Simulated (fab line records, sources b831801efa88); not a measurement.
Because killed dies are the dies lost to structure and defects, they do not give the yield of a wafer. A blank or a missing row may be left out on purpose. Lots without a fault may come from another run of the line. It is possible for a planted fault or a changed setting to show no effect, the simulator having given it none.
Which of the tools did it? + flow gf180mcu + at 1 step of a route of 602, 12 lots with 36 wafers sampled

== WHAT THE GAUGES SHOWED, per wafer ==
GF_M5_OVL_MEAS_08. Usual: M5_OVL typically reads 2 nm, with standard deviation 6.
| lot  | measured     | on         | M5_OVL (nm) | flag |
|------|--------------|------------|-------------|------|
| L588 | day 26 05:14 | overlay-01 | 4 -6 4      |      |
| L590 | day 26 17:20 | overlay-02 | -2 2 3      |      |
| L591 | day 27 05:31 | overlay-02 | 4 10 9      |      |
| L592 | day 27 11:54 | overlay-01 | 9 7 8       |      |
| L593 | day 27 21:35 | overlay-01 | 6 4 5       |      |
| L595 | day 28 15:54 | overlay-01 | -9 -3 -3    |      |
| L602 | day 30 20:18 | overlay-01 | -16 -12 -14 |      |
| L603 | day 31 04:04 | overlay-02 | -8 -4 -6    |      |
| L606 | day 31 17:48 | overlay-02 | 2 4 -3      |      |
| L607 | day 31 19:36 | overlay-02 | 5 3 9       |      |
| L608 | day 32 07:00 | overlay-02 | 7 5 6       |      |
| L609 | day 32 08:17 | overlay-01 | -1 2 5      |      |

== TOOL THAT RAN EACH LOT (tool first, then ch and the chambers of the sampled wafers, then the start) ==
No process step before these readings appears in the record.

== WHAT THE TOOLS THEMSELVES READ (means of the sampled wafers that have a number; where no wafer has one, the mark that the record gives instead) ==
The record holds no such reading with a usual standard deviation.

== THE ANSWER, worked out from the rows above alone ==
Rule: take the mean of a lot's wafers that have a number; if it is more than 3 standard deviations from the usual mean, the lot is off. A lot without any number at a reading at which 4 lots or more have one is off too. Any other lot the step has rows for is counted as sound. First the gauges in route order, then the tools' own readings, where a lot's mean is used as printed above. The first step at which some lot is off is used, and at that step the reading that is off furthest; a lot without a number counts as furthest.
Nothing can be told from this: no lot is off at any reading shown.

== WHAT HAD BEEN PUT IN BY THE SIMULATOR ==
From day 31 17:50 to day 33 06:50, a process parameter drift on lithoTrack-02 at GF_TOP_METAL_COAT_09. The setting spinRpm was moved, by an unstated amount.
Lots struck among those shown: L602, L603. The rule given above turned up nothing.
